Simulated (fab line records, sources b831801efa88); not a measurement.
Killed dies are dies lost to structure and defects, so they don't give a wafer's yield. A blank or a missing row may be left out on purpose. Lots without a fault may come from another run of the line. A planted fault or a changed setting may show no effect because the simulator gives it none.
Problem report in the 8D (eight disciplines) form, filled by code | flow sky130 | the parts of the form that need people (team, actions taken, sign-off) are left out

1. THE PROBLEM
LI_CONTACT_HDPCVD_THK at SKY_LI_CONTACT_THK_MEAS_01 reads a mean of 1116 nm on 2 wafers of 2 lots; wafers without a fault read 927 nm with a standard deviation of 12. That is +16 standard deviations from the usual mean.
First seen on wafer L667.1, day 36 02:41, on film_metro-01. The record holds 33 wafers of 11 lots with a number at this step. Rule for "out", or "out of limits": more than 4 standard deviations from the usual mean. The other wafers with a number count as sound.

2. WHAT IT IS AND WHAT IT IS NOT
question                    | is                    | is not
which readings at this step | LI_CONTACT_HDPCVD_THK | -
which lots                  | L666, L667            | L645, L647, L648, L652, L653, L655, L656, L657, L668
which wafers of those lots  | L666.4, L667.1        | L666.2, L666.6, L667.2, L667.6
read on which gauges        | film_metro-01         | film_metro-02, film_metro-04
when                        | from day 36 02:41     | up to then (29 sound wafers); but 2 sound wafers of L666 came after

3. SUSPECTS, AND WHAT RULES EACH OUT
Counting: a tool at a process step up to the reading stays a suspect if it ran every lot that is out. Sound lots after the first of them don't rule it out here, since some wafers of a struck lot are sound.
- the gauge at SKY_LI_CONTACT_THK_MEAS_01: ruled out. All the wafers that are out were read on film_metro-01, but those of them that SKY_LI_CONTACT_HDPCVD_00 has rows for are out there too, on other tools.
- hdpcvd-01 at SKY_LI_CONTACT_HDPCVD_00 (deposits PSG, target thk 930 nm, time 155 s): kept. It ran every lot that is out, first L667 (day 36 02:35); its last sound lot up to then is L668 (day 35 23:22). Its own readings are out on those wafers: sih4_flow_sccm.
- Within hdpcvd-01 at SKY_LI_CONTACT_HDPCVD_00: the wafers that are out ran in chamber 2; their sound lot-mates ran in chambers 0, 1.
Left after counting: hdpcvd-01 at SKY_LI_CONTACT_HDPCVD_00.

4. THE CAUSE (what the simulator had put in)
Process parameter drift: hdpcvd-01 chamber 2, from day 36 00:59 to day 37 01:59, at SKY_LI_CONTACT_HDPCVD_00. Setting sih4_flow_sccm, moved by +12, from 60. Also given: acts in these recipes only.
Counting left only this tool.

5. THE CHAIN OF EFFECTS, in route order
Each row: a reading whose mean over the struck wafers that have a number lies more than 3 standard deviations from the usual. Only readings for which the record gives a usual standard deviation are gone through. hours: the time from each lot's start at the first step in this table that gives one to its start at this step, as a median over the lots. sigmas: the change in usual standard deviations.
hours | step                       | reading               | usual      | on struck wafers | change | sigmas
0     | SKY_LI_CONTACT_HDPCVD_00   | sih4_flow_sccm        | 60.04 sccm | 72.04            | +12.00 | +71
0     | SKY_LI_CONTACT_THK_MEAS_01 | LI_CONTACT_HDPCVD_THK | 927 nm     | 1116             | +188   | +16
4     | SKY_LI_CONTACT_CMP_02      | time_to_endpoint_s    | 32 s       | 48               | +16    | +4.3
The process steps in it:
- SKY_LI_CONTACT_HDPCVD_00: deposits PSG, target thk 930 nm, time 155 s.
- SKY_LI_CONTACT_CMP_02: polishes PSG.
Later measuring or inspecting steps at which every struck wafer that the step has a row for has a number for every such reading, and none has moved that far: SKY_LI_CONTACT_BOW_MEAS_03.

6. WHAT WOULD HAVE CAUGHT IT SOONER
In this record the first reading out of limits at a measuring or inspecting step was taken at day 36 02:41, 2 hours after the fault began at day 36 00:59.
The tool's own readings at SKY_LI_CONTACT_HDPCVD_00 were out on every struck wafer that the step has a row for (sih4_flow_sccm): an alarm limit on them would have fired on the first of those.
Of the lots that are out (2), L666 began SKY_LI_CONTACT_HDPCVD_00 on hdpcvd-01 after day 36 02:41. A hold on the tool at that time would have spared it.
